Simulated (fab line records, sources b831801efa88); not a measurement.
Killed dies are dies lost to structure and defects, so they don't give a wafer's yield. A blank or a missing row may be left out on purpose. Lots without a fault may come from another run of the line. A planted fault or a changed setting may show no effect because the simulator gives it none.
Which tool did it? | flow sky130 | 12 lots, 36 wafers sampled, at 4 steps of a route of 708

WHAT THE GAUGES READ, wafer by wafer
SKY_VIA3_CD_MEAS_12: target cd 200 nm. Usual: cd_nm 199.7 nm, standard deviation 1.4.
lot  | measured     | on        | cd_nm (nm)        | flag
L869 | day 39 10:02 | cd_sem-02 | 201.3 200.1 200.6 |
L870 | day 39 18:55 | cd_sem-02 | 201.4 201.6 201.2 |
L871 | day 40 11:12 | cd_sem-01 | 202.7 201.7 200.9 |
L873 | day 40 20:14 | cd_sem-02 | 199.3 197.5 198.4 |
L874 | day 41 05:01 | cd_sem-02 | 200.8 199.6 200.5 |
L877 | day 42 04:01 | cd_sem-01 | 200.3 200.3 202.0 |
L880 | day 43 00:32 | cd_sem-02 | 199.0 199.1 199.6 |
L881 | day 43 09:40 | cd_sem-01 | 195.8 198.0 198.6 |
L882 | day 43 10:22 | cd_sem-01 | 200.0 202.3 201.9 |
L883 | day 43 20:37 | cd_sem-01 | 201.0 198.9 200.2 |
L888 | day 45 03:43 | cd_sem-01 | 200.6 200.8 199.7 |
L892 | day 46 04:10 | cd_sem-02 | 198.9 199.4 200.0 |

SKY_METAL4_CD_MEAS_13: target cd 300 nm. Usual: cd_nm 301.0 nm, standard deviation 1.4.
lot  | measured     | on        | cd_nm (nm)        | flag
L869 | day 41 13:47 | cd_sem-01 | 301.8 300.9 301.6 |
L870 | day 41 20:46 | cd_sem-02 | 301.7 300.7 301.2 |
L871 | day 42 12:46 | cd_sem-01 | 301.3 298.6 301.6 |
L873 | day 42 21:13 | cd_sem-01 | 299.8 300.9 299.2 |
L874 | day 43 05:45 | cd_sem-02 | 300.8 298.6 298.5 |
L877 | day 44 04:55 | cd_sem-02 | 302.2 302.3 302.2 |
L880 | day 44 23:46 | cd_sem-02 | 299.7 300.6 300.7 |
L881 | day 45 07:10 | cd_sem-02 | 301.0 301.3 301.4 |
L882 | day 45 08:55 | cd_sem-02 | 210.5 210.9 302.3 | OFF
L883 | day 45 18:51 | cd_sem-02 | 302.4 301.5 301.1 |
L888 | day 46 23:55 | cd_sem-02 | 213.8 212.8 298.1 | OFF
L892 | day 47 22:40 | cd_sem-02 | 300.5 303.9 301.8 |

WHICH TOOL RAN EACH LOT (tool, then ch and the chambers of the sampled wafers, then the start)
lot  | SKY_VIA3_CVD_21               | SKY_METAL4_EXPOSE_10
L869 | cvd_w-01 ch 0, day 39 10:56   | krf_scanner-02 ch 0, day 41 01:25
L870 | cvd_w-02 ch 0,1, day 39 19:50 | krf_scanner-02 ch 0, day 41 08:50
L871 | cvd_w-02 ch 0,1, day 40 12:14 | krf_scanner-01 ch 0, day 42 01:31
L873 | cvd_w-01 ch 0,1, day 40 21:07 | krf_scanner-01 ch 0, day 42 09:55
L874 | cvd_w-02 ch 0,1, day 41 05:55 | krf_scanner-01 ch 0, day 42 18:31
L877 | cvd_w-02 ch 0,1, day 42 04:56 | krf_scanner-02 ch 0, day 43 17:59
L880 | cvd_w-01 ch 0,1, day 43 01:29 | krf_scanner-02 ch 0, day 44 12:55
L881 | cvd_w-02 ch 0,1, day 43 10:34 | krf_scanner-02 ch 0, day 44 20:58
L882 | cvd_w-01 ch 1, day 43 11:16   | krf_scanner-02 ch 0, day 44 22:08
L883 | cvd_w-02 ch 0,1, day 43 21:34 | krf_scanner-01 ch 0, day 45 08:41
L888 | cvd_w-02 ch 0,1, day 45 04:37 | krf_scanner-02 ch 0, day 46 13:57
L892 | cvd_w-02 ch 0,1, day 46 05:04 | krf_scanner-01 ch 0, day 47 12:53
- SKY_VIA3_CVD_21: deposits W, target thk 390 nm, time 117.31 s.
- SKY_METAL4_EXPOSE_10: exposes mask MM4, target cd 300 nm.

WHAT THE TOOLS THEMSELVES READ (means of the sampled wafers that have a number; where no wafer has one, the mark that the record gives instead)
SKY_VIA3_CVD_21. Usual: heater_power_w 819 W, standard deviation 35.
lot  | tool     | heater_power_w (W) | flag
L869 | cvd_w-01 | 844                |
L870 | cvd_w-02 | 819                |
L871 | cvd_w-02 | 826                |
L873 | cvd_w-01 | 818                |
L874 | cvd_w-02 | 832                |
L877 | cvd_w-02 | 830                |
L880 | cvd_w-01 | 827                |
L881 | cvd_w-02 | 818                |
L882 | cvd_w-01 | 776                |
L883 | cvd_w-02 | 819                |
L888 | cvd_w-02 | 811                |
L892 | cvd_w-02 | 813                |

SKY_METAL4_EXPOSE_10. Usual: stage_vel_mm_s 499.99 mm/s, standard deviation 0.26.
lot  | tool           | stage_vel_mm_s (mm/s) | flag
L869 | krf_scanner-02 | 499.97                |
L870 | krf_scanner-02 | 499.92                |
L871 | krf_scanner-01 | 500.05                |
L873 | krf_scanner-01 | 499.91                |
L874 | krf_scanner-01 | 500.24                |
L877 | krf_scanner-02 | 499.87                |
L880 | krf_scanner-02 | 499.76                |
L881 | krf_scanner-02 | 500.17                |
L882 | krf_scanner-02 | 500.04                |
L883 | krf_scanner-01 | 499.90                |
L888 | krf_scanner-02 | 500.02                |
L892 | krf_scanner-01 | 499.81                |

THE ANSWER, worked out from the rows above alone
Rule: a lot is off if the mean of its wafers that have a number lies more than 3 standard deviations from the usual mean. A lot without any number at a reading at which 4 lots or more have one is off too. The other lots that the step has rows for count as sound. The gauges are gone through in route order, then the tools' own readings, and for those a lot's mean is taken as printed above. The first step at which some lot is off is used, and at that step the reading that is off furthest; a lot without a number counts as furthest.
Off: L882, L888, at SKY_METAL4_CD_MEAS_13 (cd_nm).
A tool fits if, at a process step before that reading, it ran every lot that is off, and no sound lot after the first of them. The gauges at SKY_METAL4_CD_MEAS_13 are tried like those tools. One fits: krf_scanner-02 at SKY_METAL4_EXPOSE_10. Its last sound lot is L881 (day 44 20:58), its first lot that is off L882 (day 44 22:08): a fault that began between those two fits.

WHAT THE SIMULATOR HAD PUT IN
Process parameter drift: krf_scanner-02, from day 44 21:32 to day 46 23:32, at SKY_METAL4_EXPOSE_10. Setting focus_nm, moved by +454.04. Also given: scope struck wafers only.
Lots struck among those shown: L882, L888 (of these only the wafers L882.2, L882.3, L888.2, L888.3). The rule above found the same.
